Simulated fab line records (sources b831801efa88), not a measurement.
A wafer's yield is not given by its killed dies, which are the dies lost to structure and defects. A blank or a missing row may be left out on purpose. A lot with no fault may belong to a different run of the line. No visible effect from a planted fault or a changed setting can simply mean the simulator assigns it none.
fab line records :: flow sky130
[record]
  lots = 13
  wafers = 39
  last_day = 50
route steps=708 shown FIELD_ISO@11 PWDE@52 VT_ADJUST_HVTP@96 VT_ADJUST_LVTN@104 PAD_OPEN@708
lots that met no fault: taken from a fault-free run of the same line
start_h: start of the lot's first displayed wafer, in hours after the record's first day :: wait_h: how many hours have passed since the lot's step before this one :: " as in the row above :: L1.1+2: a single row standing in for several wafers :: - either no value or no given start :: * or withheld: withheld :: < > ~ a bound
route shown NAME@n: NAME is a module with steps in the file, n the number in the route of the first one :: usual: the fault-free wafers' mean and standard deviation :: same: alike in all rows :: chamber/n: place in a boat :: sites: each site's reading :: _std_site: the standard deviation of these :: _edge_site: the outer-site mean with the inner-site mean subtracted :: radius_mm: for every site, how far away it sits from the centre of the wafer :: mask NAME#n: copy n :: behind: the last tool/chamber to shape the wafer :: hold: cause of the lot's hold/its duration in hours/its outcome :: device: the n, p or np transistor that did not switch :: end of line: tests of these same wafers at the route's end :: a step given without rows: its recipe and nothing more :: killed: dies that structure and defects cost at the first sort, which is not the same as the wafer's yield :: map: per-die view of a wafer (x killed, . not killed, _ where there is no die)
set.NAME: the setting that was run; set.NAME@STEP: the one run at that earlier step :: model.NAME: the simulator's own value behind a step, which no gauge read
one table for each step of the route and one row for each wafer, over a sample of lots
services: when a tool's chamber went out of use (start_h, in hours from the record's first day, below 0 if earlier), for how many hours, and the reason
[[steps]]
[step SKY_FIELD_ISO_EXPOSE_10]
[recipe]
  mask_id = FOM
  na = 0.68
  source_shape = annular
  sigma_inner = 0.4
  sigma_outer = 0.8
  target_cd_nm = 150
  dose_mj = 28
lot.wafer: L404.1+2+3
tool: krf_scanner-02
chamber: 0
start_h: 29.69
wait_h: -
mask: FOM#0

lot.wafer: L405.2+3+4
tool: krf_scanner-02
chamber: 0
start_h: 32.39
wait_h: -
mask: FOM#0

lot.wafer: L406.1+4+5
tool: krf_scanner-01
chamber: 0
start_h: 39.21
wait_h: -
mask: FOM#0

lot.wafer: L407.1+2+4
tool: krf_scanner-02
chamber: 0
start_h: 43.24
wait_h: -
mask: FOM_R1#0

lot.wafer: L409.2+3+5
tool: krf_scanner-01
chamber: 0
start_h: 51.93
wait_h: -
mask: FOM#0

lot.wafer: L410.3+4+5
tool: krf_scanner-01
chamber: 0
start_h: 58.16
wait_h: -
mask: FOM#0

lot.wafer: L417.1+3+6
tool: krf_scanner-02
chamber: 0
start_h: 93.12
wait_h: -
mask: FOM#0

lot.wafer: L419.4+5+6
tool: krf_scanner-02
chamber: 0
start_h: 102.38
wait_h: -
mask: FOM#0

lot.wafer: L421.2+3+5
tool: krf_scanner-02
chamber: 0
start_h: 117.41
wait_h: -
mask: FOM#0

lot.wafer: L423.2+4+6
tool: krf_scanner-01
chamber: 0
start_h: 125.24
wait_h: -
mask: FOM#0

lot.wafer: L424.1+3+6
tool: krf_scanner-02
chamber: 0
start_h: 127.99
wait_h: -
mask: FOM#0

lot.wafer: L425.1+3+5
tool: krf_scanner-02
chamber: 0
start_h: 132.88
wait_h: -
mask: FOM#0

lot.wafer: L426.1+2+6
tool: krf_scanner-02
chamber: 0
start_h: 139.02
wait_h: -
mask: FOM#0
[step SKY_FIELD_ISO_CD_MEAS_13]
[recipe]
  target_cd_nm = 150
[usual]
  cd_nm = 149.4/1.7
lot.wafer: L404.1
tool: cd_sem-01
chamber: -
start_h: 37.28
wait_h: -
cd_nm: 150.7

lot.wafer: L404.2
tool: cd_sem-01
chamber: -
start_h: 37.28
wait_h: -
cd_nm: 150.9

lot.wafer: L404.3
tool: cd_sem-01
chamber: -
start_h: 37.28
wait_h: -
cd_nm: 150.5

lot.wafer: L405.2
tool: cd_sem-02
chamber: -
start_h: 40.25
wait_h: -
cd_nm: 143.8

lot.wafer: L405.3
tool: cd_sem-02
chamber: -
start_h: 40.25
wait_h: -
cd_nm: 145.9

lot.wafer: L405.4
tool: cd_sem-02
chamber: -
start_h: 40.25
wait_h: -
cd_nm: 145.9

lot.wafer: L406.1
tool: cd_sem-01
chamber: -
start_h: 46.58
wait_h: -
cd_nm: 149.2

lot.wafer: L406.4
tool: cd_sem-01
chamber: -
start_h: 46.58
wait_h: -
cd_nm: 148.7

lot.wafer: L406.5
tool: cd_sem-01
chamber: -
start_h: 46.58
wait_h: -
cd_nm: 149.2

lot.wafer: L407.1
tool: cd_sem-02
chamber: -
start_h: 50.98
wait_h: -
cd_nm: 140.1

lot.wafer: L407.2
tool: cd_sem-02
chamber: -
start_h: 50.98
wait_h: -
cd_nm: 139.5

lot.wafer: L407.4
tool: cd_sem-02
chamber: -
start_h: 50.98
wait_h: -
cd_nm: 140.9

lot.wafer: L409.2
tool: cd_sem-02
chamber: -
start_h: 60.09
wait_h: -
cd_nm: 150.2

lot.wafer: L409.3
tool: cd_sem-02
chamber: -
start_h: 60.09
wait_h: -
cd_nm: 149.2

lot.wafer: L409.5
tool: cd_sem-02
chamber: -
start_h: 60.09
wait_h: -
cd_nm: 148.0

lot.wafer: L410.3
tool: cd_sem-02
chamber: -
start_h: 65.76
wait_h: -
cd_nm: 152.5

lot.wafer: L410.4
tool: cd_sem-02
chamber: -
start_h: 65.76
wait_h: -
cd_nm: 151.1

lot.wafer: L410.5
tool: cd_sem-02
chamber: -
start_h: 65.76
wait_h: -
cd_nm: 152.6

lot.wafer: L417.1
tool: cd_sem-02
chamber: -
start_h: 101.32
wait_h: -
cd_nm: 150.3

lot.wafer: L417.3
tool: cd_sem-02
chamber: -
start_h: 101.32
wait_h: -
cd_nm: 149.4

lot.wafer: L417.6
tool: cd_sem-02
chamber: -
start_h: 101.32
wait_h: -
cd_nm: 149.6

lot.wafer: L419.4
tool: cd_sem-02
chamber: -
start_h: 110.79
wait_h: -
cd_nm: 150.7

lot.wafer: L419.5
tool: cd_sem-02
chamber: -
start_h: 110.79
wait_h: -
cd_nm: 149.8

lot.wafer: L419.6
tool: cd_sem-02
chamber: -
start_h: 110.79
wait_h: -
cd_nm: 150.7

lot.wafer: L421.2
tool: cd_sem-01
chamber: -
start_h: 126.45
wait_h: -
cd_nm: 149.2

lot.wafer: L421.3
tool: cd_sem-01
chamber: -
start_h: 126.45
wait_h: -
cd_nm: 149.0

lot.wafer: L421.5
tool: cd_sem-01
chamber: -
start_h: 126.45
wait_h: -
cd_nm: 149.0

lot.wafer: L423.2
tool: cd_sem-02
chamber: -
start_h: 134.99
wait_h: -
cd_nm: 149.4

lot.wafer: L423.4
tool: cd_sem-02
chamber: -
start_h: 134.99
wait_h: -
cd_nm: 148.5

lot.wafer: L423.6
tool: cd_sem-02
chamber: -
start_h: 134.99
wait_h: -
cd_nm: 148.8

lot.wafer: L424.1
tool: cd_sem-02
chamber: -
start_h: 137.37
wait_h: -
cd_nm: 149.7

lot.wafer: L424.3
tool: cd_sem-02
chamber: -
start_h: 137.37
wait_h: -
cd_nm: 149.0

lot.wafer: L424.6
tool: cd_sem-02
chamber: -
start_h: 137.37
wait_h: -
cd_nm: 150.8

lot.wafer: L425.1
tool: cd_sem-02
chamber: -
start_h: 143.13
wait_h: -
cd_nm: 148.2

lot.wafer: L425.3
tool: cd_sem-02
chamber: -
start_h: 143.13
wait_h: -
cd_nm: 149.9

lot.wafer: L425.5
tool: cd_sem-02
chamber: -
start_h: 143.13
wait_h: -
cd_nm: 149.4

lot.wafer: L426.1
tool: cd_sem-01
chamber: -
start_h: 148.63
wait_h: -
cd_nm: 149.3

lot.wafer: L426.2
tool: cd_sem-01
chamber: -
start_h: 148.63
wait_h: -
cd_nm: 149.5

lot.wafer: L426.6
tool: cd_sem-01
chamber: -
start_h: 148.63
wait_h: -
cd_nm: 148.4
[step SKY_PWDE_OVL_MEAS_07]
[usual]
  PWDE_OVL = 0.7/1.7
lot.wafer: L404.1
tool: overlay-02
chamber: -
start_h: 76.07
wait_h: -
PWDE_OVL[nm]: 1.9

lot.wafer: L404.2
tool: overlay-02
chamber: -
start_h: 76.07
wait_h: -
PWDE_OVL[nm]: 0.0

lot.wafer: L404.3
tool: overlay-02
chamber: -
start_h: 76.07
wait_h: -
PWDE_OVL[nm]: 1.2

lot.wafer: L405.2
tool: overlay-02
chamber: -
start_h: 80.63
wait_h: -
PWDE_OVL[nm]: 1.0

lot.wafer: L405.3
tool: overlay-02
chamber: -
start_h: 80.63
wait_h: -
PWDE_OVL[nm]: 1.8

lot.wafer: L405.4
tool: overlay-02
chamber: -
start_h: 80.63
wait_h: -
PWDE_OVL[nm]: 1.9

lot.wafer: L406.1
tool: overlay-01
chamber: -
start_h: 86.62
wait_h: -
PWDE_OVL[nm]: 1.3

lot.wafer: L406.4
tool: overlay-01
chamber: -
start_h: 86.62
wait_h: -
PWDE_OVL[nm]: 0.7

lot.wafer: L406.5
tool: overlay-01
chamber: -
start_h: 86.62
wait_h: -
PWDE_OVL[nm]: 2.0

lot.wafer: L407.1
tool: overlay-01
chamber: -
start_h: 91.37
wait_h: -
PWDE_OVL[nm]: -0.8

lot.wafer: L407.2
tool: overlay-01
chamber: -
start_h: 91.37
wait_h: -
PWDE_OVL[nm]: -0.2

lot.wafer: L407.4
tool: overlay-01
chamber: -
start_h: 91.37
wait_h: -
PWDE_OVL[nm]: 0.1

lot.wafer: L409.2
tool: overlay-02
chamber: -
start_h: 102.68
wait_h: -
PWDE_OVL[nm]: 3.5

lot.wafer: L409.3
tool: overlay-02
chamber: -
start_h: 102.68
wait_h: -
PWDE_OVL[nm]: 2.9

lot.wafer: L409.5
tool: overlay-02
chamber: -
start_h: 102.68
wait_h: -
PWDE_OVL[nm]: 3.4

lot.wafer: L410.3
tool: overlay-01
chamber: -
start_h: 105.67
wait_h: -
PWDE_OVL[nm]: 2.0

lot.wafer: L410.4
tool: overlay-01
chamber: -
start_h: 105.67
wait_h: -
PWDE_OVL[nm]: 1.5

lot.wafer: L410.5
tool: overlay-01
chamber: -
start_h: 105.67
wait_h: -
PWDE_OVL[nm]: 1.9

lot.wafer: L417.1
tool: overlay-01
chamber: -
start_h: 146.12
wait_h: -
PWDE_OVL[nm]: 0.0

lot.wafer: L417.3
tool: overlay-01
chamber: -
start_h: 146.12
wait_h: -
PWDE_OVL[nm]: -0.3

lot.wafer: L417.6
tool: overlay-01
chamber: -
start_h: 146.12
wait_h: -
PWDE_OVL[nm]: -1.3

lot.wafer: L419.4
tool: overlay-01
chamber: -
start_h: 158.37
wait_h: -
PWDE_OVL[nm]: -0.9

lot.wafer: L419.5
tool: overlay-01
chamber: -
start_h: 158.37
wait_h: -
PWDE_OVL[nm]: -2.6

lot.wafer: L419.6
tool: overlay-01
chamber: -
start_h: 158.37
wait_h: -
PWDE_OVL[nm]: -2.9

lot.wafer: L421.2
tool: overlay-01
chamber: -
start_h: 173.47
wait_h: -
PWDE_OVL[nm]: -2.5

lot.wafer: L421.3
tool: overlay-01
chamber: -
start_h: 173.47
wait_h: -
PWDE_OVL[nm]: -2.2

lot.wafer: L421.5
tool: overlay-01
chamber: -
start_h: 173.47
wait_h: -
PWDE_OVL[nm]: -2.9

lot.wafer: L423.2
tool: overlay-01
chamber: -
start_h: 181.32
wait_h: -
PWDE_OVL[nm]: 0.4

lot.wafer: L423.4
tool: overlay-01
chamber: -
start_h: 181.32
wait_h: -
PWDE_OVL[nm]: 0.0

lot.wafer: L423.6
tool: overlay-01
chamber: -
start_h: 181.32
wait_h: -
PWDE_OVL[nm]: 1.8

lot.wafer: L424.1
tool: overlay-02
chamber: -
start_h: 185.51
wait_h: -
PWDE_OVL[nm]: 0.8

lot.wafer: L424.3
tool: overlay-02
chamber: -
start_h: 185.51
wait_h: -
PWDE_OVL[nm]: 2.1

lot.wafer: L424.6
tool: overlay-02
chamber: -
start_h: 185.51
wait_h: -
PWDE_OVL[nm]: 2.8

lot.wafer: L425.1
tool: overlay-02
chamber: -
start_h: 190.51
wait_h: -
PWDE_OVL[nm]: 4.5

lot.wafer: L425.3
tool: overlay-02
chamber: -
start_h: 190.51
wait_h: -
PWDE_OVL[nm]: 3.0

lot.wafer: L425.5
tool: overlay-02
chamber: -
start_h: 190.51
wait_h: -
PWDE_OVL[nm]: 3.4

lot.wafer: L426.1
tool: overlay-02
chamber: -
start_h: 199.26
wait_h: -
PWDE_OVL[nm]: 1.0

lot.wafer: L426.2
tool: overlay-02
chamber: -
start_h: 199.26
wait_h: -
PWDE_OVL[nm]: 0.0

lot.wafer: L426.6
tool: overlay-02
chamber: -
start_h: 199.26
wait_h: -
PWDE_OVL[nm]: -0.7
[step SKY_VT_ADJUST_HVTP_TW_MEAS_11]
[usual]
  VT_ADJUST_HVTP_TW = 1364/10
lot.wafer: L404.1
tool: film_metro-04
chamber: -
start_h: 131.13
wait_h: 0.1
VT_ADJUST_HVTP_TW: 1343

lot.wafer: L404.2
tool: film_metro-04
chamber: -
start_h: 131.13
wait_h: 0.1
VT_ADJUST_HVTP_TW: 1349

lot.wafer: L404.3
tool: film_metro-04
chamber: -
start_h: 131.13
wait_h: 0.1
VT_ADJUST_HVTP_TW: 1351

lot.wafer: L405.2
tool: film_metro-03
chamber: -
start_h: 136.10
wait_h: 0.1
VT_ADJUST_HVTP_TW: 1363

lot.wafer: L405.3
tool: film_metro-03
chamber: -
start_h: 136.10
wait_h: 0.1
VT_ADJUST_HVTP_TW: 1364

lot.wafer: L405.4
tool: film_metro-03
chamber: -
start_h: 136.10
wait_h: 0.1
VT_ADJUST_HVTP_TW: 1358

lot.wafer: L406.1
tool: film_metro-04
chamber: -
start_h: 143.09
wait_h: 0.1
VT_ADJUST_HVTP_TW: 1350

lot.wafer: L406.4
tool: film_metro-04
chamber: -
start_h: 143.09
wait_h: 0.1
VT_ADJUST_HVTP_TW: 1352

lot.wafer: L406.5
tool: film_metro-04
chamber: -
start_h: 143.09
wait_h: 0.1
VT_ADJUST_HVTP_TW: 1348

lot.wafer: L407.1
tool: film_metro-01
chamber: -
start_h: 147.33
wait_h: 0.1
VT_ADJUST_HVTP_TW: 1369

lot.wafer: L407.2
tool: film_metro-01
chamber: -
start_h: 147.33
wait_h: 0.1
VT_ADJUST_HVTP_TW: 1376

lot.wafer: L407.4
tool: film_metro-01
chamber: -
start_h: 147.33
wait_h: 0.1
VT_ADJUST_HVTP_TW: 1373

lot.wafer: L409.2
tool: film_metro-01
chamber: -
start_h: 160.83
wait_h: 0.1
VT_ADJUST_HVTP_TW: 1390

lot.wafer: L409.3
tool: film_metro-01
chamber: -
start_h: 160.83
wait_h: 0.1
VT_ADJUST_HVTP_TW: 1379

lot.wafer: L409.5
tool: film_metro-01
chamber: -
start_h: 160.83
wait_h: 0.1
VT_ADJUST_HVTP_TW: 1383

lot.wafer: L410.3
tool: film_metro-03
chamber: -
start_h: 164.36
wait_h: 0.1
VT_ADJUST_HVTP_TW: 1361

lot.wafer: L410.4
tool: film_metro-03
chamber: -
start_h: 164.36
wait_h: 0.1
VT_ADJUST_HVTP_TW: 1359

lot.wafer: L410.5
tool: film_metro-03
chamber: -
start_h: 164.36
wait_h: 0.1
VT_ADJUST_HVTP_TW: 1352

lot.wafer: L417.1
tool: film_metro-03
chamber: -
start_h: 209.77
wait_h: 0.1
VT_ADJUST_HVTP_TW: 1371

lot.wafer: L417.3
tool: film_metro-03
chamber: -
start_h: 209.77
wait_h: 0.1
VT_ADJUST_HVTP_TW: 1370

lot.wafer: L417.6
tool: film_metro-03
chamber: -
start_h: 209.77
wait_h: 0.1
VT_ADJUST_HVTP_TW: 1371

lot.wafer: L419.4
tool: film_metro-03
chamber: -
start_h: 223.85
wait_h: 0.1
VT_ADJUST_HVTP_TW: 1363

lot.wafer: L419.5
tool: film_metro-03
chamber: -
start_h: 223.85
wait_h: 0.1
VT_ADJUST_HVTP_TW: 1371

lot.wafer: L419.6
tool: film_metro-03
chamber: -
start_h: 223.85
wait_h: 0.1
VT_ADJUST_HVTP_TW: 1368

lot.wafer: L421.2
tool: film_metro-01
chamber: -
start_h: 240.70
wait_h: 0.1
VT_ADJUST_HVTP_TW: 1370

lot.wafer: L421.3
tool: film_metro-01
chamber: -
start_h: 240.70
wait_h: 0.1
VT_ADJUST_HVTP_TW: 1371

lot.wafer: L421.5
tool: film_metro-01
chamber: -
start_h: 240.70
wait_h: 0.1
VT_ADJUST_HVTP_TW: 1373

lot.wafer: L423.2
tool: film_metro-03
chamber: -
start_h: 248.78
wait_h: 0.1
VT_ADJUST_HVTP_TW: 1350

lot.wafer: L423.4
tool: film_metro-03
chamber: -
start_h: 248.78
wait_h: 0.1
VT_ADJUST_HVTP_TW: 1347

lot.wafer: L423.6
tool: film_metro-03
chamber: -
start_h: 248.78
wait_h: 0.1
VT_ADJUST_HVTP_TW: 1338

lot.wafer: L424.1
tool: film_metro-04
chamber: -
start_h: 252.87
wait_h: 0.1
VT_ADJUST_HVTP_TW: 1350

lot.wafer: L424.3
tool: film_metro-04
chamber: -
start_h: 252.87
wait_h: 0.1
VT_ADJUST_HVTP_TW: 1357

lot.wafer: L424.6
tool: film_metro-04
chamber: -
start_h: 252.87
wait_h: 0.1
VT_ADJUST_HVTP_TW: 1349

lot.wafer: L425.1
tool: film_metro-04
chamber: -
start_h: 259.57
wait_h: 0.1
VT_ADJUST_HVTP_TW: 1355

lot.wafer: L425.3
tool: film_metro-04
chamber: -
start_h: 259.57
wait_h: 0.1
VT_ADJUST_HVTP_TW: 1348

lot.wafer: L425.5
tool: film_metro-04
chamber: -
start_h: 259.57
wait_h: 0.1
VT_ADJUST_HVTP_TW: 1352

lot.wafer: L426.1
tool: film_metro-03
chamber: -
start_h: 268.94
wait_h: 0.1
VT_ADJUST_HVTP_TW: 1363

lot.wafer: L426.2
tool: film_metro-03
chamber: -
start_h: 268.94
wait_h: 0.1
VT_ADJUST_HVTP_TW: 1358

lot.wafer: L426.6
tool: film_metro-03
chamber: -
start_h: 268.94
wait_h: 0.1
VT_ADJUST_HVTP_TW: 1364
[step SKY_VT_ADJUST_LVTN_OVL_MEAS_07]
[usual]
  VT_ADJUST_LVTN_OVL = -1.2/1.3
lot.wafer: L404.1
tool: overlay-02
chamber: -
start_h: 150.27
wait_h: -
VT_ADJUST_LVTN_OVL[nm]: -3.7

lot.wafer: L404.2
tool: overlay-02
chamber: -
start_h: 150.27
wait_h: -
VT_ADJUST_LVTN_OVL[nm]: -1.5

lot.wafer: L404.3
tool: overlay-02
chamber: -
start_h: 150.27
wait_h: -
VT_ADJUST_LVTN_OVL[nm]: -2.3

lot.wafer: L405.2
tool: overlay-02
chamber: -
start_h: 156.13
wait_h: -
VT_ADJUST_LVTN_OVL[nm]: -1.6

lot.wafer: L405.3
tool: overlay-02
chamber: -
start_h: 156.13
wait_h: -
VT_ADJUST_LVTN_OVL[nm]: -1.3

lot.wafer: L405.4
tool: overlay-02
chamber: -
start_h: 156.13
wait_h: -
VT_ADJUST_LVTN_OVL[nm]: -1.8

lot.wafer: L406.1
tool: overlay-02
chamber: -
start_h: 163.03
wait_h: -
VT_ADJUST_LVTN_OVL[nm]: -3.2

lot.wafer: L406.4
tool: overlay-02
chamber: -
start_h: 163.03
wait_h: -
VT_ADJUST_LVTN_OVL[nm]: -2.3

lot.wafer: L406.5
tool: overlay-02
chamber: -
start_h: 163.03
wait_h: -
VT_ADJUST_LVTN_OVL[nm]: -3.0

lot.wafer: L407.1
tool: overlay-01
chamber: -
start_h: 167.17
wait_h: -
VT_ADJUST_LVTN_OVL[nm]: -0.5

lot.wafer: L407.2
tool: overlay-01
chamber: -
start_h: 167.17
wait_h: -
VT_ADJUST_LVTN_OVL[nm]: -0.5

lot.wafer: L407.4
tool: overlay-01
chamber: -
start_h: 167.17
wait_h: -
VT_ADJUST_LVTN_OVL[nm]: -1.3

lot.wafer: L409.2
tool: overlay-02
chamber: -
start_h: 181.14
wait_h: -
VT_ADJUST_LVTN_OVL[nm]: -0.7

lot.wafer: L409.3
tool: overlay-02
chamber: -
start_h: 181.14
wait_h: -
VT_ADJUST_LVTN_OVL[nm]: -1.7

lot.wafer: L409.5
tool: overlay-02
chamber: -
start_h: 181.14
wait_h: -
VT_ADJUST_LVTN_OVL[nm]: 0.4

lot.wafer: L410.3
tool: overlay-01
chamber: -
start_h: 185.64
wait_h: -
VT_ADJUST_LVTN_OVL[nm]: -3.7

lot.wafer: L410.4
tool: overlay-01
chamber: -
start_h: 185.64
wait_h: -
VT_ADJUST_LVTN_OVL[nm]: -2.2

lot.wafer: L410.5
tool: overlay-01
chamber: -
start_h: 185.64
wait_h: -
VT_ADJUST_LVTN_OVL[nm]: -2.0

lot.wafer: L417.1
tool: overlay-01
chamber: -
start_h: 232.37
wait_h: -
VT_ADJUST_LVTN_OVL[nm]: -0.6

lot.wafer: L417.3
tool: overlay-01
chamber: -
start_h: 232.37
wait_h: -
VT_ADJUST_LVTN_OVL[nm]: -2.2

lot.wafer: L417.6
tool: overlay-01
chamber: -
start_h: 232.37
wait_h: -
VT_ADJUST_LVTN_OVL[nm]: -1.9

lot.wafer: L419.4
tool: overlay-01
chamber: -
start_h: 246.42
wait_h: -
VT_ADJUST_LVTN_OVL[nm]: -0.7

lot.wafer: L419.5
tool: overlay-01
chamber: -
start_h: 246.42
wait_h: -
VT_ADJUST_LVTN_OVL[nm]: -3.3

lot.wafer: L419.6
tool: overlay-01
chamber: -
start_h: 246.42
wait_h: -
VT_ADJUST_LVTN_OVL[nm]: -1.0

lot.wafer: L421.2
tool: overlay-02
chamber: -
start_h: 264.06
wait_h: -
VT_ADJUST_LVTN_OVL[nm]: 0.5

lot.wafer: L421.3
tool: overlay-02
chamber: -
start_h: 264.06
wait_h: -
VT_ADJUST_LVTN_OVL[nm]: 0.4

lot.wafer: L421.5
tool: overlay-02
chamber: -
start_h: 264.06
wait_h: -
VT_ADJUST_LVTN_OVL[nm]: 1.0

lot.wafer: L423.2
tool: overlay-01
chamber: -
start_h: 271.71
wait_h: -
VT_ADJUST_LVTN_OVL[nm]: -2.9

lot.wafer: L423.4
tool: overlay-01
chamber: -
start_h: 271.71
wait_h: -
VT_ADJUST_LVTN_OVL[nm]: -3.5

lot.wafer: L423.6
tool: overlay-01
chamber: -
start_h: 271.71
wait_h: -
VT_ADJUST_LVTN_OVL[nm]: -1.6

lot.wafer: L424.1
tool: overlay-02
chamber: -
start_h: 276.23
wait_h: -
VT_ADJUST_LVTN_OVL[nm]: 0.9

lot.wafer: L424.3
tool: overlay-02
chamber: -
start_h: 276.23
wait_h: -
VT_ADJUST_LVTN_OVL[nm]: 1.3

lot.wafer: L424.6
tool: overlay-02
chamber: -
start_h: 276.23
wait_h: -
VT_ADJUST_LVTN_OVL[nm]: -0.1

lot.wafer: L425.1
tool: overlay-02
chamber: -
start_h: 282.70
wait_h: -
VT_ADJUST_LVTN_OVL[nm]: -1.3

lot.wafer: L425.3
tool: overlay-02
chamber: -
start_h: 282.70
wait_h: -
VT_ADJUST_LVTN_OVL[nm]: 0.1

lot.wafer: L425.5
tool: overlay-02
chamber: -
start_h: 282.70
wait_h: -
VT_ADJUST_LVTN_OVL[nm]: -1.0

lot.wafer: L426.1
tool: overlay-01
chamber: -
start_h: 293.48
wait_h: -
VT_ADJUST_LVTN_OVL[nm]: -1.6

lot.wafer: L426.2
tool: overlay-01
chamber: -
start_h: 293.48
wait_h: -
VT_ADJUST_LVTN_OVL[nm]: -2.9

lot.wafer: L426.6
tool: overlay-01
chamber: -
start_h: 293.48
wait_h: -
VT_ADJUST_LVTN_OVL[nm]: -3.2
[step SKY_PAD_OPEN_PROBE_99]
[usual]
  killed_at_M0_to_M3 = 43/7.1
  killed_at_M4_up = 3/1.7
  killed_at_contacts = 25/5.6
  killed_at_front_end = 16/4.1
  killed_at_other = 0.2/0.49
  killed_dies = 87/9.8
  killed_open = 47/7.6
  killed_short = 40/6.1
[same]
  gross_dies = 492
  killed_at_back_side = 0
lot.wafer: L407.4
tool: prober-01
chamber: -
start_h: 1093.34
wait_h: 0.2
killed_at_M0_to_M3: 41
killed_at_M4_up: 1
killed_at_contacts: 27
killed_at_front_end: 17
killed_at_other: 0
killed_dies: 86
killed_open: 49
killed_short: 37
// killed by level:class
L407.4 CONTACT:geometric_particle:open=13 VIA2:geometric_particle:open=8 VIA3:geometric_particle:short=7 LI_CONTACT:geometric_particle:open=6 POLY_GATE:geometric_particle:short=6 METAL1:geometric_particle:short=6 VIA1:geometric_particle:open=5 METAL1:geometric_particle:open=4
[[services]]
tool: krf_scanner-01
chamber: -
start_h: 14.48
hours: 1.3
kind: pm

tool: krf_scanner-02
chamber: -
start_h: 69.23
hours: 0.8
kind: pm

tool: krf_scanner-01
chamber: -
start_h: 84.64
hours: 4.0
kind: pm

tool: krf_scanner-02
chamber: -
start_h: 88.66
hours: 1.0
kind: pm

tool: krf_scanner-01
chamber: -
start_h: 97.85
hours: 0.8
kind: pm
[[key]]
[first_sign]
  step = SKY_FIELD_ISO_EXPOSE_10
  reading = mask
  direction = changed
[effect]
  step = SKY_FIELD_ISO_CD_MEAS_13
  reading = cd_nm
  direction = down
  sigmas = 5.5
  usual = 149.4
  struck = 140.2
met_at SKY_FIELD_ISO_EXPOSE_10
struck_lots L407
tester_left_out L407
not_acting_at SKY_PWDE_OVL_MEAS_07,SKY_VT_ADJUST_HVTP_TW_MEAS_11,SKY_VT_ADJUST_LVTN_OVL_MEAS_07
onset_between 32.39 43.24
[fault]
  kind = wrong_mask
  tool = any
  chamber = -
  onset_h = 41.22
  steps = SKY_FIELD_ISO_EXPOSE_10
  aux_copy = FOM_R1#0
  cd_offset_nm = -8
  scope = struck_lots_only
// tester_left_out: of these lots the tester's yield and bins aren't shown, on N5 and GAA mostly nor the transistor test; their killed dies are dies lost to structure and defects alone, not to doping, threshold or leakage, so they don't give the yield
